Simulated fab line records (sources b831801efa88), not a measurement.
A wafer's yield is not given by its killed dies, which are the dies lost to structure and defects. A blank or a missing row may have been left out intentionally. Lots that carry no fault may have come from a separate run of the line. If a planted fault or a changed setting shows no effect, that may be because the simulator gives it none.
fab line records + flow sky130
record
- lots=13
- wafers=39
- last-day=50
route steps=708 shown CONTACT@424 VIA2@527 VIA3@574 CAP2M@606
lots with no fault: from the same line, run without faults
start-h: hours from the record's first day to the start of the lot's first wafer shown + wait-h: hours elapsed since this lot's preceding step + " as in the row above + L1.1+2: a row that stands for several wafers + - value missing, or start not given + * or withheld: withheld + < > ~ a bound
route shown NAME@n: NAME is a module with steps in the file, n the number in the route of the first one + usual: mean and standard deviation over wafers with no fault + same: alike in all rows + chamber/n: place in a boat + sites: per-site readings + _std_site: how widely they spread, as a standard deviation + _edge_site: outer sites' mean less inner sites' + radius-mm: for every site, how far away it sits from the centre of the wafer + mask NAME#n: copy n + behind: the last tool/chamber to shape the wafer + hold: why the lot was held/for how many hours/how that ended + device: the transistor (n, p or np) that didn't switch + end of line: the same wafers' tests at the end of the route + step lacking rows: just its recipe + killed: dies that structure and defects cost at the first sort, which is not the same as the wafer's yield + map: a wafer's dies, marking killed ones x, the rest . and places with no die _
set.NAME: the setting as run; set.NAME@STEP: as run at that earlier step + model.NAME: the simulator's own value behind a step, which no gauge read
steps of the route over a sample of lots; a table a step, a row a wafer
services: the hour from which a tool's chamber was out of use, counted from the record's first day as start-h (under 0 if before that day), plus the number of hours and why
## steps
# step SKY_CONTACT_ETCH_18
# recipe
- target=Si3N4
- chemistry=CHF3/O2
- stop-on=TiN
- source-w=600
- bias-w=200
- pressure-mtorr=40
- chf3-flow-sccm=50
- O2_flow_sccm=5
- time-s=39
- target-depth-a=750
# usual
- O2_flow_sccm=4.999/0.014
- bias-w=200.0/0.63
- chf3-flow-sccm=49.98/0.15
- drypump-motor-current-A=5.6/0.56
- oes-product-au=0.856/0.0081
- rf-fwd-power-W=592.4/2.6
- throttle-valve-pct=8.795/0.0091
| lot.wafer | tool        | chamber | start-h | wait-h | O2_flow_sccm | bias-w | chf3-flow-sccm | drypump-motor-current-A | oes-product-au | rf-fwd-power-W | rf-hours-counter-h | throttle-valve-pct |
|-----------|-------------|---------|---------|--------|--------------|--------|----------------|-------------------------|----------------|----------------|--------------------|--------------------|
| L187.2    | rie-diel-04 | 2       | 734     | -      | 5.009        | 200.2  | 49.91          | 5.0                     | 0.853          | 591.4          | 1                  | 8.799              |
| L187.3    | "           | 0       | "       | "      | 4.993        | 199.7  | 49.70          | 5.5                     | 0.858          | 597.5          | 12                 | 8.792              |
| L187.5    | "           | 3       | "       | "      | 5.003        | 200.2  | 49.93          | 6.0                     | 0.858          | 591.7          | -                  | 8.787              |
| L189.1    | rie-diel-02 | 0       | 754     | -      | 5.014        | 199.8  | 50.18          | 4.8                     | 0.847          | 591.2          | 6                  | 8.789              |
| L189.2    | "           | 3       | "       | "      | 5.000        | 201.4  | 49.90          | 5.9                     | 0.858          | 593.1          | 13                 | 8.801              |
| L189.3    | "           | 1       | "       | "      | 5.017        | 199.9  | 50.01          | 6.0                     | 0.849          | 594.9          | 21                 | 8.788              |
| L190.2    | rie-diel-04 | 3       | 764     | -      | 4.993        | 199.5  | 50.16          | 6.0                     | 0.852          | 594.0          | 42                 | 8.788              |
| L190.4    | "           | 2       | "       | "      | 5.003        | 200.7  | 49.94          | 5.0                     | 0.859          | 589.4          | 2                  | 8.812              |
| L190.6    | "           | 3       | "       | "      | 5.016        | 199.8  | 50.12          | 6.0                     | 0.851          | 592.6          | -                  | 8.784              |
| L192.2    | rie-diel-04 | 2       | 778     | -      | 5.029        | 199.7  | 49.94          | 4.9                     | 0.860          | 591.0          | 2                  | 8.802              |
| L192.3    | "           | 0       | "       | "      | 5.000        | 200.5  | 49.61          | 5.5                     | 0.851          | 595.4          | 13                 | 8.795              |
| L192.4    | "           | 0       | "       | "      | 4.999        | 199.7  | 49.86          | 5.5                     | 0.873          | 594.7          | -                  | 8.790              |
| L193.1    | rie-diel-04 | 0       | 788     | -      | 5.003        | 200.2  | 50.10          | 5.5                     | 0.867          | 596.8          | 13                 | 8.814              |
| L193.3    | "           | 1       | "       | "      | 4.976        | 200.7  | 49.82          | 6.6                     | 0.836          | 597.4          | 5                  | 8.800              |
| L193.4    | "           | 2       | "       | "      | 5.006        | 200.0  | 50.18          | 5.0                     | 0.849          | 591.4          | -                  | 8.791              |
| L194.1    | rie-diel-03 | 2       | 790     | -      | 4.994        | 200.7  | 49.96          | 6.3                     | 0.851          | 590.5          | 15                 | 8.794              |
| L194.2    | "           | 3       | "       | "      | 4.985        | 200.8  | 49.69          | 4.8                     | 0.838          | 590.7          | 1                  | 8.778              |
| L194.5    | "           | 1       | "       | "      | 4.989        | 200.1  | 49.86          | 6.0                     | 0.869          | 592.0          | -                  | 8.788              |
| L195.1    | rie-diel-03 | 2       | 795     | -      | 5.016        | 200.0  | 50.02          | 6.3                     | 0.858          | 589.4          | 15                 | 8.780              |
| L195.2    | "           | 0       | "       | "      | 5.000        | 200.4  | 50.01          | 5.5                     | 0.849          | 592.0          | 8                  | 8.796              |
| L195.4    | "           | 1       | "       | "      | 5.012        | 200.6  | 50.03          | 6.0                     | 0.857          | 596.3          | 15                 | 8.797              |
| L196.1    | rie-diel-03 | 3       | 811     | -      | 5.023        | 218.8  | 49.84          | 4.8                     | 0.843          | 589.8          | 2                  | 8.781              |
| L196.3    | "           | 2       | "       | "      | 4.978        | 219.2  | 49.96          | 6.3                     | 0.851          | 589.2          | 15                 | 8.803              |
| L196.5    | "           | 3       | "       | "      | 5.021        | 219.8  | 50.07          | 4.8                     | 0.853          | 589.8          | -                  | 8.804              |
| L197.1    | rie-diel-03 | 1       | 818     | -      | 5.011        | 219.6  | 49.94          | 6.0                     | 0.843          | 590.0          | 16                 | 8.805              |
| L197.4    | "           | 3       | "       | "      | 4.994        | 219.7  | 50.05          | 4.8                     | 0.848          | 591.7          | 2                  | 8.778              |
| L197.5    | "           | 0       | "       | "      | 4.991        | 219.9  | 49.85          | 5.5                     | 0.850          | 591.5          | -                  | 8.791              |
| L199.3    | rie-diel-04 | 2       | 826     | -      | 5.012        | 201.3  | 49.95          | 5.0                     | 0.859          | 595.1          | 4                  | 8.783              |
| L199.5    | "           | 1       | "       | "      | 5.008        | 199.6  | 50.31          | 6.6                     | 0.858          | 594.7          | -                  | 8.798              |
| L199.6    | "           | 2       | "       | "      | 5.005        | 200.9  | 50.17          | 5.0                     | 0.872          | 593.0          | -                  | 8.790              |
| L205.2    | rie-diel-04 | 2       | 873     | -      | 4.993        | 200.1  | 49.68          | 5.0                     | 0.852          | 589.9          | 6                  | 8.798              |
| L205.3    | "           | 0       | "       | "      | 4.988        | 200.5  | 50.05          | 5.5                     | 0.850          | 597.4          | 16                 | 8.795              |
| L205.4    | "           | 1       | "       | "      | 5.016        | 199.7  | 49.73          | 6.5                     | 0.842          | 593.8          | 7                  | 8.793              |
| L207.1    | rie-diel-04 | 1       | 898     | -      | 4.985        | 200.9  | 49.90          | 6.5                     | 0.860          | 592.6          | 8                  | 8.799              |
| L207.2    | "           | 3       | "       | "      | 4.977        | 199.9  | 50.02          | 6.0                     | 0.849          | 592.2          | 3                  | 8.795              |
| L207.4    | "           | 0       | "       | "      | 5.000        | 199.4  | 50.16          | 5.5                     | 0.868          | 598.3          | 16                 | 8.794              |
| L209.1    | rie-diel-03 | 3       | 907     | -      | 4.987        | 200.0  | 49.95          | 4.8                     | 0.847          | 588.2          | 6                  | 8.782              |
| L209.4    | "           | 2       | "       | "      | 4.991        | 200.5  | 50.22          | 6.3                     | 0.862          | 591.3          | 19                 | 8.808              |
| L209.6    | "           | 0       | "       | "      | 5.011        | 200.9  | 50.00          | 5.5                     | 0.861          | 595.0          | -                  | 8.803              |
# step SKY_VIA2_SPUTTER_20
# recipe
- material=TiN
- target-thk-nm=20
- chamber-pressure-pa=5
- power-w=4000
- time-s=80
# usual
- throttle-valve-pct=30.0/1.1
| lot.wafer | tool           | chamber | start-h | wait-h | throttle-valve-pct |
|-----------|----------------|---------|---------|--------|--------------------|
| L187.2    | pvd-sputter-03 | -       | 848.54  | 0.0    | 32.2               |
| L187.3    | "              | -       | "       | "      | 28.3               |
| L187.5    | "              | -       | "       | "      | 30.5               |
| L189.1    | pvd-sputter-03 | -       | 866.29  | 0.0    | 32.1               |
| L189.2    | "              | -       | "       | "      | 28.4               |
| L189.3    | "              | -       | "       | "      | 31.0               |
| L190.2    | pvd-sputter-04 | -       | 876.87  | 0.0    | 31.1               |
| L190.4    | "              | -       | "       | "      | 29.9               |
| L190.6    | "              | -       | "       | "      | 30.4               |
| L192.2    | pvd-sputter-04 | -       | 888.41  | 0.0    | 30.9               |
| L192.3    | "              | -       | "       | "      | 29.4               |
| L192.4    | "              | -       | "       | "      | 29.9               |
| L193.1    | pvd-sputter-04 | -       | 900.24  | 0.0    | 29.4               |
| L193.3    | "              | -       | "       | "      | 30.5               |
| L193.4    | "              | -       | "       | "      | 29.7               |
| L194.1    | pvd-sputter-02 | -       | 902.18  | 0.0    | 31.7               |
| L194.2    | "              | -       | "       | "      | 29.5               |
| L194.5    | "              | -       | "       | "      | 28.2               |
| L195.1    | pvd-sputter-02 | -       | 905.49  | 0.0    | 28.1               |
| L195.2    | "              | -       | "       | "      | 32.0               |
| L195.4    | "              | -       | "       | "      | 29.1               |
| L196.1    | pvd-sputter-04 | -       | 920.41  | 0.0    | 30.7               |
| L196.3    | "              | -       | "       | "      | 30.9               |
| L196.5    | "              | -       | "       | "      | 30.5               |
| L197.1    | pvd-sputter-03 | -       | 928.01  | 0.0    | 28.4               |
| L197.4    | "              | -       | "       | "      | 30.5               |
| L197.5    | "              | -       | "       | "      | 32.1               |
| L199.3    | pvd-sputter-04 | -       | 935.90  | 0.0    | 29.6               |
| L199.5    | "              | -       | "       | "      | 30.7               |
| L199.6    | "              | -       | "       | "      | 29.7               |
| L205.2    | pvd-sputter-02 | -       | 977.69  | 0.0    | 31.6               |
| L205.3    | "              | -       | "       | "      | 28.9               |
| L205.4    | "              | -       | "       | "      | 28.3               |
| L207.1    | pvd-sputter-04 | -       | 1002.25 | 0.0    | 31.0               |
| L207.2    | "              | -       | "       | "      | 30.5               |
| L207.4    | "              | -       | "       | "      | 29.6               |
| L209.1    | pvd-sputter-02 | -       | 1011.15 | 0.0    | 31.3               |
| L209.4    | "              | -       | "       | "      | 28.9               |
| L209.6    | "              | -       | "       | "      | 28.0               |
# step SKY_VIA3_THK_MEAS_01
# recipe
- reads=SiO2_of_VIA3_HDPCVD_00
# usual
- VIA3_HDPCVD_THK=1635/16
| lot.wafer | tool          | chamber | start-h | wait-h | VIA3_HDPCVD_THK[nm] |
|-----------|---------------|---------|---------|--------|---------------------|
| L187.2    | film-metro-02 | -       | 902.52  | 0.1    | 1650                |
| L187.3    | "             | -       | "       | "      | 1622                |
| L187.5    | "             | -       | "       | "      | 1623                |
| L189.1    | film-metro-01 | -       | 917.33  | 0.1    | 1606                |
| L189.2    | "             | -       | "       | "      | 1623                |
| L189.3    | "             | -       | "       | "      | 1629                |
| L190.2    | film-metro-01 | -       | 931.20  | 0.1    | 1628                |
| L190.4    | "             | -       | "       | "      | 1629                |
| L190.6    | "             | -       | "       | "      | 1621                |
| L192.2    | film-metro-03 | -       | 940.21  | 0.1    | 1640                |
| L192.3    | "             | -       | "       | "      | 1619                |
| L192.4    | "             | -       | "       | "      | 1614                |
| L193.1    | film-metro-03 | -       | 951.77  | 0.1    | 1663                |
| L193.3    | "             | -       | "       | "      | 1655                |
| L193.4    | "             | -       | "       | "      | 1659                |
| L194.1    | film-metro-01 | -       | 953.29  | 0.1    | 1642                |
| L194.2    | "             | -       | "       | "      | 1623                |
| L194.5    | "             | -       | "       | "      | 1634                |
| L195.1    | film-metro-02 | -       | 958.37  | 0.1    | 1620                |
| L195.2    | "             | -       | "       | "      | 1616                |
| L195.4    | "             | -       | "       | "      | 1630                |
| L196.1    | film-metro-02 | -       | 973.74  | 0.1    | 1627                |
| L196.3    | "             | -       | "       | "      | 1609                |
| L196.5    | "             | -       | "       | "      | 1640                |
| L197.1    | film-metro-02 | -       | 979.17  | 0.1    | 1658                |
| L197.4    | "             | -       | "       | "      | 1654                |
| L197.5    | "             | -       | "       | "      | 1651                |
| L199.3    | film-metro-01 | -       | 987.38  | 0.1    | 1658                |
| L199.5    | "             | -       | "       | "      | 1652                |
| L199.6    | "             | -       | "       | "      | 1631                |
| L205.2    | film-metro-01 | -       | 1026.90 | 0.1    | 1630                |
| L205.3    | "             | -       | "       | "      | 1622                |
| L205.4    | "             | -       | "       | "      | 1629                |
| L207.1    | film-metro-01 | -       | 1052.10 | 0.1    | 1655                |
| L207.2    | "             | -       | "       | "      | 1654                |
| L207.4    | "             | -       | "       | "      | 1647                |
| L209.1    | film-metro-02 | -       | 1059.44 | 0.1    | 1643                |
| L209.4    | "             | -       | "       | "      | 1628                |
| L209.6    | "             | -       | "       | "      | 1640                |
# step SKY_CAP2M_RS_MEAS_03
# recipe
- thk-meas-gauge=four-point-probe
- reads=TiN_of_CAP2M_SPUTTER_02
# usual
- CAP2M_TIN_RS=6.88/0.072
| lot.wafer | tool          | chamber | start-h | wait-h | CAP2M_TIN_RS[ohm/sq] |
|-----------|---------------|---------|---------|--------|----------------------|
| L187.2    | film-metro-01 | -       | 929.75  | 0.1    | 6.92                 |
| L187.3    | "             | -       | "       | "      | 7.02                 |
| L187.5    | "             | -       | "       | "      | 6.92                 |
| L189.1    | film-metro-04 | -       | 944.75  | 0.1    | 6.91                 |
| L189.2    | "             | -       | "       | "      | 6.86                 |
| L189.3    | "             | -       | "       | "      | 6.87                 |
| L190.2    | film-metro-04 | -       | 957.90  | 0.1    | 6.82                 |
| L190.4    | "             | -       | "       | "      | 7.00                 |
| L190.6    | "             | -       | "       | "      | 7.02                 |
| L192.2    | film-metro-04 | -       | 966.36  | 0.1    | 6.91                 |
| L192.3    | "             | -       | "       | "      | 6.98                 |
| L192.4    | "             | -       | "       | "      | 6.86                 |
| L193.1    | film-metro-01 | -       | 978.02  | 0.1    | 6.90                 |
| L193.3    | "             | -       | "       | "      | 6.88                 |
| L193.4    | "             | -       | "       | "      | 6.85                 |
| L194.1    | film-metro-03 | -       | 979.58  | 0.1    | 6.94                 |
| L194.2    | "             | -       | "       | "      | 6.88                 |
| L194.5    | "             | -       | "       | "      | 6.91                 |
| L195.1    | film-metro-03 | -       | 984.97  | 0.1    | 6.76                 |
| L195.2    | "             | -       | "       | "      | 6.78                 |
| L195.4    | "             | -       | "       | "      | 6.79                 |
| L196.1    | film-metro-03 | -       | 999.59  | 0.1    | 6.90                 |
| L196.3    | "             | -       | "       | "      | 6.79                 |
| L196.5    | "             | -       | "       | "      | 6.90                 |
| L197.1    | film-metro-03 | -       | 1005.30 | 0.1    | 6.99                 |
| L197.4    | "             | -       | "       | "      | 6.87                 |
| L197.5    | "             | -       | "       | "      | 6.95                 |
| L199.3    | film-metro-01 | -       | 1013.18 | 0.1    | 6.94                 |
| L199.5    | "             | -       | "       | "      | 6.93                 |
| L199.6    | "             | -       | "       | "      | 6.86                 |
| L205.2    | film-metro-04 | -       | 1051.73 | 0.1    | 6.87                 |
| L205.3    | "             | -       | "       | "      | 6.95                 |
| L205.4    | "             | -       | "       | "      | 6.90                 |
| L207.1    | film-metro-04 | -       | 1075.51 | 0.1    | 6.87                 |
| L207.2    | "             | -       | "       | "      | 6.94                 |
| L207.4    | "             | -       | "       | "      | 6.78                 |
| L209.1    | film-metro-04 | -       | 1082.22 | 0.1    | 6.92                 |
| L209.4    | "             | -       | "       | "      | 6.87                 |
| L209.6    | "             | -       | "       | "      | 6.94                 |
## services
| tool           | chamber | start-h | hours | kind   |
|----------------|---------|---------|-------|--------|
| rie-diel-04    | 1       | 725.20  | 24.6  | repair |
| pvd-sputter-03 | -       | 732.93  | 1.7   | repair |
| pvd-sputter-02 | -       | 735.33  | 0.7   | repair |
| rie-diel-02    | 2       | 751.17  | 12.6  | repair |
| pvd-sputter-04 | -       | 761.27  | 2.8   | repair |
| rie-diel-04    | 3       | 766.33  | -     | clean  |
| rie-diel-03    | -       | 800.11  | 0.2   | repair |
| rie-diel-02    | 1       | 804.19  | 5.4   | repair |
| rie-diel-04    | 3       | 811.65  | 16.3  | repair |
| rie-diel-02    | 1       | 826.38  | 1.7   | repair |
| rie-diel-04    | 1       | 828.89  | 10.4  | repair |
| pvd-sputter-03 | -       | 838.27  | 1.9   | repair |
| rie-diel-02    | 0       | 838.41  | 8.5   | repair |
| pvd-sputter-04 | -       | 854.01  | 2.2   | repair |
| pvd-sputter-04 | -       | 861.80  | 3.0   | repair |
| rie-diel-04    | 2       | 886.24  | 5.4   | repair |
| rie-diel-02    | 0       | 893.98  | 4.1   | repair |
| rie-diel-02    | 3       | 907.30  | 4.8   | repair |
| rie-diel-03    | -       | 931.00  | 2.8   | pm     |
| rie-diel-03    | -       | 939.28  | 0.7   | repair |
| rie-diel-04    | 1       | 950.72  | 9.9   | repair |
| rie-diel-04    | -       | 981.80  | 2.8   | pm     |
| rie-diel-04    | 3       | 986.33  | 13.8  | repair |
| rie-diel-03    | 3       | 986.34  | 3.0   | repair |
## key
first-sign
- step=SKY_CONTACT_ETCH_18
- reading=bias-w
- direction=up
- sigmas=31
- usual=200.0
- struck=219.5
effect none on later readings
met-at SKY_CONTACT_ETCH_18
struck-lots L196,L197
tester-left-out L196,L197
not-acting-at SKY_VIA2_SPUTTER_20,SKY_VIA3_THK_MEAS_01,SKY_CAP2M_RS_MEAS_03
onset-between 795 811
fault
- kind=process-parameter-drift
- tool=rie-diel-03
- chamber=-
- onset-h=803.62
- steps=SKY_CONTACT_ETCH_18
- channel=bias-w
- offset=18.958
- shape=step
- end-h=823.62
- acts-in=these-recipes-only
- stated=200
# tester-left-out: of these lots the tester's yield and bins aren't shown, on N5 and GAA mostly nor the transistor test; their killed dies are dies lost to structure and defects alone, not to doping, threshold or leakage, so they don't give the yield
